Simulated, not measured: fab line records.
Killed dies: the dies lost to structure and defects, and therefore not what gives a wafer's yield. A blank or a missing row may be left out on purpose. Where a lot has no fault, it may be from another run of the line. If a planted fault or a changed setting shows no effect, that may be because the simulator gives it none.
One fault through the eyes of 2 desks	flow gf180mcu	every desk sees just its own numbers, and what lay behind them comes last

THE TOOL OWNER'S DESK: rtp anneal-01
Per lot that ran on this tool, the mean of the sampled wafers carrying a number, from the tool's own readings at GF_PSD_RTA_13 (time 20 s). The brackets show how far a lot's mean lies from the usual mean; more than 4 standard deviations puts the lot out of limits, marked OUT.
Columns: A = lamp power pct at GF_PSD_RTA_13, usual 36.1 %; B = wafer_temp_C_max at GF_PSD_RTA_13, usual 1029.9
lot	first seen here	A	B
L782	day 15 21:58	33.2	1031.7
L785	day 17 01:56	33.2	1030.6
L787	day 17 18:14	33.2	1030.9
L792	day 19 14:13	31.3	1006.9 (-21) OUT
L794	day 20 01:28	31.3	1008.8 (-19) OUT
L805	day 23 14:23	33.2	1030.7
This desk finds L792, L794 out of limits, L792 being first, at day 19 14:13 (wafer_temp_C_max at GF_PSD_RTA_13). L782, L785, L787, L805 stayed within limits.

AT THE METROLOGY DESK
Lot by lot, what the gauges showed, no matter which tool ran the lot: averages of those sampled wafers that carry a number. The brackets show how far a lot's mean lies from the usual mean; more than 4 standard deviations puts the lot out of limits, marked OUT.
Columns: A = NSD_RS at GF_PSD_RS_MEAS_14, usual 45.94 ohm/sq; B = PSD_RS at GF_PSD_RS_MEAS_15, usual 108.54 ohm/sq; C = V1_CVD_02_THK at GF_V1_THK_MEAS_03, usual 848 nm; D = V1_BOW at GF_V1_BOW_MEAS_05, usual 84 um; E = V1_W_RS at GF_V1_RS_MEAS_24, usual 0.328 ohm/sq
lot	first seen here	A	B	C	D	E
L782	day 15 22:03	46.03	108.73	857	87	0.332
L783	day 16 10:28	45.89	108.30	842	80	0.333
L784	day 16 17:02	45.99	108.38	857	85	0.330
L785	day 17 02:01	46.06	108.80	841	81	0.326
L787	day 17 18:19	45.93	108.64	841	84	0.326
L788	day 18 00:56	45.94	108.72	849	87	0.335
L792	day 19 14:19	48.68 (+37) OUT	123.07 (+58) OUT	830	88	0.330
L793	day 19 19:31	45.89	108.57	855	73	0.328
L794	day 20 01:33	48.63 (+36) OUT	122.65 (+56) OUT	858	86	0.328
L796	day 20 23:08	45.92	108.68	845	86	0.329
L797	day 21 04:50	45.93	108.56	839	87	0.328
L804	day 23 08:49	45.92	108.29	856	86	0.329
L805	day 23 14:29	46.02	108.63	851	82	0.331
This desk's result: L792, L794 out of limits, first on L792 (NSD_RS at GF_PSD_RS_MEAS_14), day 19 14:19. L782, L783, L784, L785, L787, L788, L793, L796, L797, L804, L805 stayed within limits.

PUT TOGETHER
An alarm could have come from the tool owner's desk at day 19 14:13, on L792, L794.
At day 19 14:19 the metrology desk could have sounded an alarm, on L792, L794.
On rtp anneal-01, each named lot ran GF_PSD_RTA_13.

WHAT THE SIMULATOR HAD INSERTED
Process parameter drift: rtp anneal-01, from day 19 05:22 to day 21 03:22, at GF_PSD_RTA_13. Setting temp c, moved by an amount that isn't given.
Lots struck among those shown: L792, L794.
Fault start to first reading out of limits, in hours, per desk: tool owner, 9; metrology, 9.
